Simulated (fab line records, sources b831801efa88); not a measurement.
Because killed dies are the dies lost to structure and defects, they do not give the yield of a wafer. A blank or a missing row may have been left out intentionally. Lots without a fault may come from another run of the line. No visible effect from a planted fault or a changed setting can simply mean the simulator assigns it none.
Matching of chambers | flow gf180mcu | GF_PASSIVATION_ETCH_11 on rieDiel-02: 4 sister chambers
The step etches the open film in CF4/O2, stops on TiN, target depth 2040 nm, time 453.3 s. 8 wafers are shown with their chamber, then 7 later ones without.

EACH WAFER AND ITS CHAMBER
wafer  | chamber | drypumpMotorCurrentA (A) | oesProductAu (a.u.)
L151.1 | 3       | 5.9                      | 0.998
L151.4 | 2       | 6.0                      | 0.987
L151.6 | 3       | 5.8                      | 0.995
L154.3 | 2       | 6.0                      | 0.985
L154.5 | 0       | 5.9                      | 0.998
L154.6 | 1       | 5.4                      | 0.998
L156.1 | 0       | 5.9                      | 0.993
L156.3 | 1       | 5.4                      | 0.995

WAFERS WHOSE CHAMBER IS MISSING
wafer  | drypumpMotorCurrentA (A) | oesProductAu (a.u.)
L156.4 | 6.0                      | 0.979
L157.1 | 5.9                      | 0.993
L157.5 | 5.9                      | 0.989
L157.6 | 5.4                      | 0.988
L160.1 | 5.9                      | 0.986
L160.2 | 6.0                      | 0.988
L160.6 | 5.9                      | 0.983

THE CHAMBER EACH PASSED THROUGH
wafer  | from the rows above          | in truth
L156.4 | 2                            | 2
L157.1 | can't be placed: 0 or 3      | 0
L157.5 | can't be placed: 0 or 2 or 3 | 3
L157.6 | 1                            | 1
L160.1 | can't be placed: 2 or 0 or 3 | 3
L160.2 | 2                            | 2
L160.6 | 2                            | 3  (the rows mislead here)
Placed correctly: 3 of 7. These rows do not allow placing 3 (true chamber among the candidates in 3). Number placed wrongly: 1.
How it was worked out, from the rows above alone: a wafer's distance from a chamber is the root of the sum, over the readings, of the square of ((its reading less the chamber's mean) divided by the reading's scatter). If the next closest chamber is less than 2 further off than the closest, the wafer can't be placed; otherwise it belongs to the closest. Each chamber's mean is taken over the wafers shown for it. The scatter is the square root of a quotient: the sum, over the shown wafers, of each reading's squared deviation from its chamber's mean, divided by wafers minus chambers.
